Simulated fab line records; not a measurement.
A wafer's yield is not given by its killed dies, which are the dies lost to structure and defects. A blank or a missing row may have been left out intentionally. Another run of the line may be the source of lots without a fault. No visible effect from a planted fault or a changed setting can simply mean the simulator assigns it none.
fab line records	flow sky130
record lots=12	wafers=36	lastDay=51
route steps=708 shown FIELD_ISO@18 PWDE@47 VT_ADJUST_HVTR@142 GATE_OXIDE@189
lots untouched by any fault: they come from a run of this same line in which no faults occurred
startH: start of the lot's first displayed wafer, in hours after the record's first day	waitH: hours from the lot's prior step to this one	" repeats the value in the row above	L1.1+2: one row covering several wafers at once	- either no value or no given start	* or withheld: withheld	< > ~ a bound
route shown NAME@n: names a module that has steps shown in the file, with the first one's number in the route	usual: mean/standard deviation of fault-free wafers	same: alike in all rows	chamber/n: place in a boat	sites: per-site readings	_std_site: how widely they spread, as a standard deviation	_edge_site: outer sites' mean less inner sites'	radiusMm: how far each site lies from the wafer's centre	mask NAME#n: copy n	behind: tool/chamber where the wafer was last shaped	hold: cause of the lot's hold/its duration in hours/its outcome	device: which transistor (n, p or np) failed to switch	end of line: tests run on the same wafers once the route is complete	where a step has no rows: the recipe by itself	killed: dies that structure and defects cost at the first sort, which is not the same as the wafer's yield	map: a wafer's dies, marking killed ones x, the rest . and places with no die _
set.NAME: the setting the step ran with; set.NAME@STEP: the setting that earlier step ran with	model.NAME: the simulator's own value behind a step, which no gauge read
route steps across a sampled set of lots; one table per step, one row per wafer
services: the hour from which a tool's chamber was out of use, counted from the record's first day as startH (under 0 if before that day), plus the number of hours and why
## steps
# step SKY_FIELD_ISO_ETCH_17
# recipe targetDepthA=3420	maskMaterial=Si3N4	chemistry=HBr/Cl2/O2	target=Si	taperDeg=5	icpW=600	biasW=150	pressureMtorr=15	HBr_flow_sccm=150	Cl2_flow_sccm=40	O2_flow_sccm=6	timeS=97.7
# usual drypumpMotorCurrentA=5.7/0.41	mfcCl2Sccm=39.99/0.11	oesProductAu=1.003/0.0076	throttleValvePct=25.653/0.01
lot.wafer	tool	chamber	startH	waitH	drypumpMotorCurrentA	mfcCl2Sccm	oesProductAu	rfHoursCounterH	throttleValvePct
L732.2	rieSi-01	0	50.78	0.1	5.4	39.93	1.008	10	25.646
L732.3	"	1	"	"	5.0	39.98	1.012	53	25.646
L732.6	"	0	"	"	5.4	40.10	1.012	-	25.648
L736.3	rieSi-02	1	55.44	0.0	5.3	40.05	0.994	125	25.658
L736.4	"	0	"	"	6.2	39.91	1.006	146	25.664
L736.5	"	1	"	"	5.3	40.10	1.004	-	25.652
L735.2	rieSi-01	2	55.63	0.1	5.8	39.95	0.996	0	25.652
L735.4	"	0	"	"	5.4	39.93	0.999	10	25.652
L735.5	"	3	"	"	6.1	39.92	1.002	-	25.652
L738.1	rieSi-01	2	66.93	0.1	5.8	39.99	1.002	0	25.643
L738.3	"	3	"	"	6.1	39.89	1.005	70	25.655
L738.6	"	1	"	"	5.0	39.89	1.002	-	25.638
L739.2	rieSi-02	3	69.64	0.1	5.6	40.12	0.998	1	25.647
L739.4	"	0	"	"	6.2	39.64	0.989	146	25.672
L739.5	"	1	"	"	5.3	39.92	1.005	-	25.638
L740.1	rieSi-02	0	74.88	0.1	6.2	40.08	0.989	146	25.677
L740.2	"	3	"	"	5.6	40.17	1.002	1	25.642
L740.5	"	1	"	"	5.3	39.88	0.991	-	25.653
L742.1	rieSi-02	2	85.78	0.1	6.1	40.03	1.017	134	25.655
L742.2	"	3	"	"	5.6	40.07	1.005	1	25.654
L742.3	"	1	"	"	5.3	39.99	1.001	126	25.661
L743.2	rieSi-01	0	91.23	0.1	5.4	40.13	1.000	10	25.667
L743.4	"	2	"	"	5.8	40.09	0.998	1	25.666
L743.6	"	3	"	"	6.1	39.93	1.003	-	25.659
L749.3	rieSi-01	2	123.48	0.0	5.7	39.95	0.998	1	25.642
L749.4	"	3	"	"	6.1	40.05	1.020	71	25.658
L749.6	"	1	"	"	5.0	40.13	1.007	-	25.654
L751.1	rieSi-01	3	133.34	0.1	6.1	40.20	1.001	71	25.658
L751.2	"	1	"	"	5.0	40.12	1.005	54	25.648
L751.3	"	0	"	"	5.4	40.02	1.005	10	25.630
L753.1	rieSi-01	2	146.13	0.1	5.8	39.89	1.006	1	25.663
L753.3	"	3	"	"	6.1	40.19	1.011	71	25.656
L753.4	"	1	"	"	5.0	39.93	1.010	54	25.645
L754.1	rieSi-01	0	148.78	0.1	5.4	40.01	1.011	11	25.646
L754.2	"	2	"	"	5.8	39.84	0.999	1	25.654
L754.4	"	1	"	"	4.9	40.19	1.001	54	25.643
# step SKY_PWDE_COAT_02
# recipe spinRpm=2000	resistThkNm=3000
lot.wafer	tool	chamber	startH	waitH
L732.2+3+6	lithoTrack-02	0	81.05	0.1
L736.3+4+5	lithoTrack-02	0	84.77	0.1
L735.2+4+5	lithoTrack-03	0	85.29	0.1
L738.1+3+6	lithoTrack-03	0	103.27	0.1
L739.2+4+5	lithoTrack-03	0	106.54	0.1
L740.1+2+5	lithoTrack-03	0	109.57	0.1
L742.1+2+3	lithoTrack-03	0	118.87	0.1
L743.2+4+6	lithoTrack-03	0	128.14	0.1
L749.3+4+6	lithoTrack-03	0	157.57	0.1
L751.1+2+3	lithoTrack-03	0	177.37	0.1
L753.1+3+4	lithoTrack-02	0	204.72	0.1
L754.1+2+4	lithoTrack-04	0	205.21	0.1
# step SKY_PWDE_STRIP_09
# recipe chemistry=O2/N2	powerW=1400	pressureMtorr=1500	platenTempC=withheld	o2FlowSccm=3000	n2FlowSccm=300	overashFraction=0.5
# usual drypumpMotorCurrentA=5.9/0.46	oesProductAu=0.723/0.0045	stripTimeToEndpointS=36.85/0.099
lot.wafer	tool	chamber	startH	waitH	drypumpMotorCurrentA	oesProductAu	rfHoursCounterH	stripTimeToEndpointS
L732.2	plasmaAsher-04	0	89.86	0.1	6.5	0.717	40	36.85
L732.3	"	1	"	"	6.0	0.715	-	36.84
L732.6	"	0	"	"	6.5	0.721	-	36.82
L736.3	plasmaAsher-02	1	93.09	0.1	4.9	0.721	-	36.83
L736.4	"	0	"	"	5.7	0.715	-	36.89
L736.5	"	1	"	"	4.9	0.727	-	36.90
L735.2	plasmaAsher-01	0	93.45	0.1	5.5	0.727	39	36.96
L735.4	"	1	"	"	5.9	0.722	-	36.80
L735.5	"	0	"	"	5.5	0.722	-	37.12
L738.1	plasmaAsher-01	0	111.96	0.1	5.5	0.728	41	36.92
L738.3	"	0	"	"	5.5	0.722	-	36.82
L738.6	"	1	"	"	5.9	0.733	-	36.72
L739.2	plasmaAsher-04	0	115.45	0.1	6.4	0.727	43	36.92
L739.4	"	1	"	"	6.0	0.724	-	36.90
L739.5	"	1	"	"	6.0	0.720	-	36.93
L740.1	plasmaAsher-04	1	119.50	0.1	6.0	0.721	44	36.81
L740.2	"	0	"	"	6.5	0.721	44	36.84
L740.5	"	1	"	"	6.0	0.727	-	36.92
L742.1	plasmaAsher-01	1	128.00	0.1	5.9	0.722	43	36.87
L742.2	"	0	"	"	5.5	0.725	43	36.88
L742.3	"	0	"	"	5.5	0.720	-	36.88
L743.2	plasmaAsher-04	0	138.65	0.1	6.5	0.719	45	37.02
L743.4	"	0	"	"	6.4	0.715	-	37.03
L743.6	"	0	"	"	6.5	0.726	-	37.04
L749.3	plasmaAsher-04	0	167.39	0.1	6.4	0.719	-	35.23
L749.4	"	1	"	"	5.9	0.730	-	35.26
L749.6	"	1	"	"	6.0	0.726	-	35.22
L751.1	plasmaAsher-04	1	187.25	0.1	6.0	0.729	50	35.09
L751.2	"	0	"	"	6.4	0.730	50	35.17
L751.3	"	1	"	"	6.0	0.722	-	35.18
L753.1	plasmaAsher-04	0	215.70	0.1	6.5	0.722	53	36.95
L753.3	"	0	"	"	6.5	0.719	-	36.86
L753.4	"	1	"	"	6.0	0.727	-	36.87
L754.1	plasmaAsher-01	0	215.71	0.1	5.5	0.730	50	36.88
L754.2	"	1	"	"	5.9	0.722	50	36.97
L754.4	"	1	"	"	5.9	0.724	-	36.97
# step SKY_VT_ADJUST_HVTR_TW_MEAS_11
# usual VT_ADJUST_HVTR_TW=209.6/0.96
lot.wafer	tool	chamber	startH	waitH	VT_ADJUST_HVTR_TW
L732.2	filmMetro-04	-	228.63	0.1	209.3
L732.3	"	-	"	"	209.6
L732.6	"	-	"	"	210.0
L736.3	filmMetro-04	-	232.50	0.1	209.5
L736.4	"	-	"	"	210.3
L736.5	"	-	"	"	209.6
L735.2	filmMetro-03	-	234.07	0.1	210.5
L735.4	"	-	"	"	210.4
L735.5	"	-	"	"	210.5
L738.1	filmMetro-04	-	258.52	0.1	209.4
L738.3	"	-	"	"	208.4
L738.6	"	-	"	"	209.7
L739.2	filmMetro-04	-	261.57	0.1	208.1
L739.4	"	-	"	"	208.3
L739.5	"	-	"	"	209.3
L740.1	filmMetro-03	-	266.61	0.1	208.9
L740.2	"	-	"	"	208.4
L740.5	"	-	"	"	209.8
L742.1	filmMetro-03	-	277.72	0.1	208.9
L742.2	"	-	"	"	208.9
L742.3	"	-	"	"	209.3
L743.2	filmMetro-03	-	290.22	0.1	210.8
L743.4	"	-	"	"	210.3
L743.6	"	-	"	"	210.3
L749.3	filmMetro-04	-	331.24	0.1	209.5
L749.4	"	-	"	"	209.8
L749.6	"	-	"	"	209.4
L751.1	filmMetro-04	-	361.42	0.1	209.0
L751.2	"	-	"	"	208.4
L751.3	"	-	"	"	209.2
L753.1	filmMetro-04	-	396.91	0.1	209.2
L753.3	"	-	"	"	209.7
L753.4	"	-	"	"	209.2
L754.1	filmMetro-04	-	397.86	0.1	209.7
L754.2	"	-	"	"	208.9
L754.4	"	-	"	"	209.2
# step SKY_GATE_OXIDE_THK_MEAS_02
# recipe reads=SiO2_of_GATE_OXIDE_OXIDATION_01
# usual GATE_OXIDE_OXIDATION_00_THK=10.26/0.15
lot.wafer	tool	chamber	startH	waitH	GATE_OXIDE_OXIDATION_00_THK[nm]
L732.2	filmMetro-03	-	306.97	0.0	10.02
L732.3	"	-	"	"	9.99
L732.6	"	-	"	"	9.95
L736.3	filmMetro-01	-	315.45	0.0	10.31
L736.4	"	-	"	"	10.44
L736.5	"	-	"	"	10.30
L735.2	filmMetro-01	-	315.50	0.1	10.20
L735.4	"	-	"	"	10.13
L735.5	"	-	"	"	10.22
L738.1	filmMetro-03	-	341.44	0.0	10.13
L738.3	"	-	"	"	10.31
L738.6	"	-	"	"	9.95
L739.2	filmMetro-03	-	348.42	0.0	10.29
L739.4	"	-	"	"	10.35
L739.5	"	-	"	"	10.37
L740.1	filmMetro-04	-	353.76	0.0	10.32
L740.2	"	-	"	"	10.33
L740.5	"	-	"	"	10.31
L742.1	filmMetro-04	-	362.31	0.0	10.43
L742.2	"	-	"	"	10.25
L742.3	"	-	"	"	10.50
L743.2	filmMetro-03	-	379.80	0.0	10.28
L743.4	"	-	"	"	10.19
L743.6	"	-	"	"	10.06
L749.3	filmMetro-01	-	426.82	0.0	10.40
L749.4	"	-	"	"	10.30
L749.6	"	-	"	"	10.33
L751.1	filmMetro-01	-	458.77	0.0	10.42
L751.2	"	-	"	"	10.45
L751.3	"	-	"	"	10.27
L754.1	filmMetro-04	-	497.93	0.0	10.16
L754.2	"	-	"	"	10.26
L754.4	"	-	"	"	9.90
L753.1	filmMetro-01	-	499.03	0.0	10.26
L753.3	"	-	"	"	9.93
L753.4	"	-	"	"	10.17
## services
tool	chamber	startH	hours	kind
rieSi-01	2	28.24	-	clean
rieSi-01	2	28.24	18.5	scheduledDown
rieSi-01	2	28.24	18.5	ventCycle
rieSi-01	-	45.80	0.6	repair
rieSi-01	0	65.01	7.3	repair
rieSi-02	-	92.08	2.8	pm
rieSi-02	0	97.55	-	clean
rieSi-02	0	97.55	15.1	scheduledDown
rieSi-02	0	97.55	15.1	ventCycle
rieSi-01	-	105.56	0.6	repair
plasmaAsher-02	-	108.75	9.0	pm
plasmaAsher-02	-	143.48	1.0	repair
rieSi-02	2	151.62	-	clean
rieSi-02	2	151.62	17.8	scheduledDown
rieSi-02	2	151.62	17.8	ventCycle
plasmaAsher-04	-	153.00	2.8	pm
rieSi-01	3	153.29	2.5	repair
rieSi-01	0	173.39	10.5	repair
plasmaAsher-04	-	184.13	0.9	repair
rieSi-02	1	185.56	-	clean
plasmaAsher-01	-	193.14	4.3	pm
plasmaAsher-04	-	196.42	8.0	repair
plasmaAsher-01	-	199.96	8.8	repair
plasmaAsher-01	-	207.85	0.4	repair
## key
firstSign step=SKY_PWDE_STRIP_09	reading=stripTimeToEndpointS	direction=down	sigmas=17	usual=*	struck=*
effect none on later readings
metAt SKY_PWDE_COAT_02
struckLots L749,L751
testerLeftOut L749,L751
notActingAt SKY_FIELD_ISO_ETCH_17,SKY_VT_ADJUST_HVTR_TW_MEAS_11,SKY_GATE_OXIDE_THK_MEAS_02
onsetBetween 128.14 157.57
fault kind=processParameterDrift	tool=lithoTrack-03	chamber=-	onsetH=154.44	steps=SKY_PWDE_COAT_02	channel=resistThkNm	offset=-141.14	shape=step	endH=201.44	actsIn=theseRecipesOnly	stated=3000
# testerLeftOut: of these lots the tester's yield and bins aren't shown, on N5 and GAA mostly nor the transistor test; their killed dies are dies lost to structure and defects alone, not to doping, threshold or leakage, so they don't give the yield
